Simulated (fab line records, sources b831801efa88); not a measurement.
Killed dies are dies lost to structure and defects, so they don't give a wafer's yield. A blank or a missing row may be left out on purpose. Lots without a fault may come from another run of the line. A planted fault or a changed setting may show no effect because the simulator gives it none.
Which tool did it? | flow sky130 | 11 lots, 33 wafers sampled, at 4 steps of a route of 708

WHAT THE GAUGES READ, wafer by wafer
SKY_SONOS_TUNNEL_CD_MEAS_07: target cd 410 nm. Usual: cd_nm 410.7 nm, standard deviation 1.8.
lot  | measured     | on        | cd_nm (nm)        | flag
L235 | day 12 14:55 | cd_sem-01 | 408.2 410.4 409.1 |
L236 | day 12 20:01 | cd_sem-02 | 412.5 411.6 410.8 |
L238 | day 13 20:31 | cd_sem-02 | 410.7 410.8 411.2 |
L239 | day 14 06:59 | cd_sem-01 | 411.7 410.7 411.9 |
L242 | day 14 20:29 | cd_sem-02 | 410.3 411.6 413.3 |
L245 | day 15 17:44 | cd_sem-02 | 411.9 411.6 412.3 |
L247 | day 16 04:37 | cd_sem-02 | 407.2 407.3 407.2 |
L248 | day 16 08:58 | cd_sem-01 | 411.2 410.6 412.2 |
L252 | day 17 11:49 | cd_sem-01 | 437.1 434.1 437.4 | OFF
L253 | day 18 00:29 | cd_sem-02 | 408.8 407.2 408.3 |
L255 | day 18 12:11 | cd_sem-01 | 437.2 434.2 437.0 | OFF

WHICH TOOL RAN EACH LOT (tool, then ch and the chambers of the sampled wafers, then the start)
lot  | SKY_FIELD_ISO_ETCH_15             | SKY_PWDE_STRIP_09                   | SKY_SONOS_TUNNEL_COAT_02
L235 | rie_diel-04 ch 1,2,3, day 2 11:03 | plasma_asher-01 ch 0, day 4 06:59   | litho_track-01 ch 0, day 12 02:41
L236 | rie_diel-03 ch 1,2,3, day 2 16:24 | plasma_asher-01 ch 0,1, day 4 11:32 | litho_track-01 ch 0, day 12 07:46
L238 | rie_diel-04 ch 0,1, day 3 07:17   | plasma_asher-02 ch 0,1, day 5 06:53 | litho_track-02 ch 0, day 13 07:16
L239 | rie_diel-03 ch 2,3, day 3 10:54   | plasma_asher-04 ch 0,1, day 5 14:14 | litho_track-01 ch 0, day 13 18:23
L242 | rie_diel-03 ch 0,2, day 4 00:21   | plasma_asher-01 ch 0,1, day 6 01:44 | litho_track-02 ch 0, day 14 06:55
L245 | rie_diel-03 ch 2,3, day 4 18:45   | plasma_asher-04 ch 0,1, day 6 19:28 | litho_track-01 ch 0, day 15 04:14
L247 | rie_diel-03 ch 0,1,2, day 5 02:48 | plasma_asher-04 ch 0,1, day 7 04:05 | litho_track-03 ch 0, day 15 15:16
L248 | rie_diel-03 ch 0,1,2, day 5 07:15 | plasma_asher-02 ch 0,1, day 7 08:17 | litho_track-01 ch 0, day 15 19:35
L252 | rie_diel-04 ch 2,3, day 6 05:14   | plasma_asher-04 ch 0,1, day 8 07:43 | litho_track-01 ch 0, day 16 21:37
L253 | rie_diel-04 ch 0,1,3, day 6 10:48 | plasma_asher-01 ch 0,1, day 8 15:38 | litho_track-02 ch 0, day 17 09:52
L255 | rie_diel-04 ch 0,3, day 6 19:53   | plasma_asher-04 ch 0,1, day 9 01:49 | litho_track-01 ch 0, day 17 21:17
- SKY_FIELD_ISO_ETCH_15: etches the open film in CHF3/O2, stops on Si, target depth 180 nm, time 72 s.
- SKY_PWDE_STRIP_09: strips in O2/N2.
- SKY_SONOS_TUNNEL_COAT_02: resist thk 1140 nm.

WHAT THE TOOLS THEMSELVES READ (means of the sampled wafers that have a number; where no wafer has one, the mark that the record gives instead)
SKY_FIELD_ISO_ETCH_15. Usual: chf3_flow_sccm 49.99 sccm, standard deviation 0.15; drypump_motor_current_A 5.7 A, standard deviation 0.49; oes_product_au 0.947 a.u., standard deviation 0.0061; throttle_valve_pct 8.847 %, standard deviation 0.0087.
lot  | tool        | chf3_flow_sccm (sccm) | drypump_motor_current_A (A) | oes_product_au (a.u.) | throttle_valve_pct (%) | flag
L235 | rie_diel-04 | 50.01                 | 5.7                         | 0.948                 | 8.845                  |
L236 | rie_diel-03 | 50.03                 | 5.4                         | 0.945                 | 8.846                  |
L238 | rie_diel-04 | 50.07                 | 6.4                         | 0.947                 | 8.845                  |
L239 | rie_diel-03 | 50.15                 | 5.7                         | 0.953                 | 8.844                  |
L242 | rie_diel-03 | 50.17                 | 5.3                         | 0.945                 | 8.843                  |
L245 | rie_diel-03 | 50.02                 | 5.7                         | 0.949                 | 8.852                  |
L247 | rie_diel-03 | 49.91                 | 5.4                         | 0.945                 | 8.845                  |
L248 | rie_diel-03 | 49.91                 | 5.4                         | 0.944                 | 8.857                  |
L252 | rie_diel-04 | 50.08                 | 5.3                         | 0.943                 | 8.840                  |
L253 | rie_diel-04 | 50.11                 | 6.0                         | 0.941                 | 8.837                  |
L255 | rie_diel-04 | 50.15                 | 5.6                         | 0.960                 | 8.838                  |

SKY_PWDE_STRIP_09. Usual: drypump_motor_current_A 5.7 A, standard deviation 0.31; oes_product_au 0.723 a.u., standard deviation 0.0049; strip_time_to_endpoint_s 36.98 s, standard deviation 0.11.
lot  | tool            | drypump_motor_current_A (A) | oes_product_au (a.u.) | strip_time_to_endpoint_s (s) | flag
L235 | plasma_asher-01 | 5.1                         | 0.726                 | 37.01                        |
L236 | plasma_asher-01 | 5.2                         | 0.721                 | 36.91                        |
L238 | plasma_asher-02 | 5.9                         | 0.722                 | 37.27                        |
L239 | plasma_asher-04 | 5.9                         | 0.726                 | 36.98                        |
L242 | plasma_asher-01 | 5.2                         | 0.718                 | 37.02                        |
L245 | plasma_asher-04 | 5.9                         | 0.721                 | 36.93                        |
L247 | plasma_asher-04 | 5.9                         | 0.724                 | 36.90                        |
L248 | plasma_asher-02 | 5.8                         | 0.725                 | 37.06                        |
L252 | plasma_asher-04 | 5.9                         | 0.723                 | 37.03                        |
L253 | plasma_asher-01 | 5.2                         | 0.722                 | 36.91                        |
L255 | plasma_asher-04 | 5.9                         | 0.727                 | 37.04                        |

SKY_SONOS_TUNNEL_COAT_02. Usual: spin_speed_rpm 2999.9 rpm, standard deviation 2.4.
lot  | tool           | spin_speed_rpm (rpm) | flag
L235 | litho_track-01 | 3000.1               |
L236 | litho_track-01 | 2996.4               |
L238 | litho_track-02 | 2998.1               |
L239 | litho_track-01 | 2999.1               |
L242 | litho_track-02 | 3002.3               |
L245 | litho_track-01 | 3000.8               |
L247 | litho_track-03 | 2998.0               |
L248 | litho_track-01 | 3003.4               |
L252 | litho_track-01 | 2998.4               |
L253 | litho_track-02 | 3002.2               |
L255 | litho_track-01 | 2998.0               |

THE ANSWER, worked out from the rows above alone
Rule: a lot is off if the mean of its wafers that have a number lies more than 3 standard deviations from the usual mean. A lot without any number at a reading at which 4 lots or more have one is off too. The other lots that the step has rows for count as sound. The gauges are gone through in route order, then the tools' own readings, and for those a lot's mean is taken as printed above. The first step at which some lot is off is used, and at that step the reading that is off furthest; a lot without a number counts as furthest.
Off: L252, L255, at SKY_SONOS_TUNNEL_CD_MEAS_07 (cd_nm).
A tool fits if, at a process step before that reading, it ran every lot that is off, and no sound lot after the first of them. The gauges at SKY_SONOS_TUNNEL_CD_MEAS_07 are tried like those tools. Can't be told from this: 3 tools fit, plasma_asher-04 at SKY_PWDE_STRIP_09, litho_track-01 at SKY_SONOS_TUNNEL_COAT_02, cd_sem-01 at SKY_SONOS_TUNNEL_CD_MEAS_07.

WHAT THE SIMULATOR HAD PUT IN
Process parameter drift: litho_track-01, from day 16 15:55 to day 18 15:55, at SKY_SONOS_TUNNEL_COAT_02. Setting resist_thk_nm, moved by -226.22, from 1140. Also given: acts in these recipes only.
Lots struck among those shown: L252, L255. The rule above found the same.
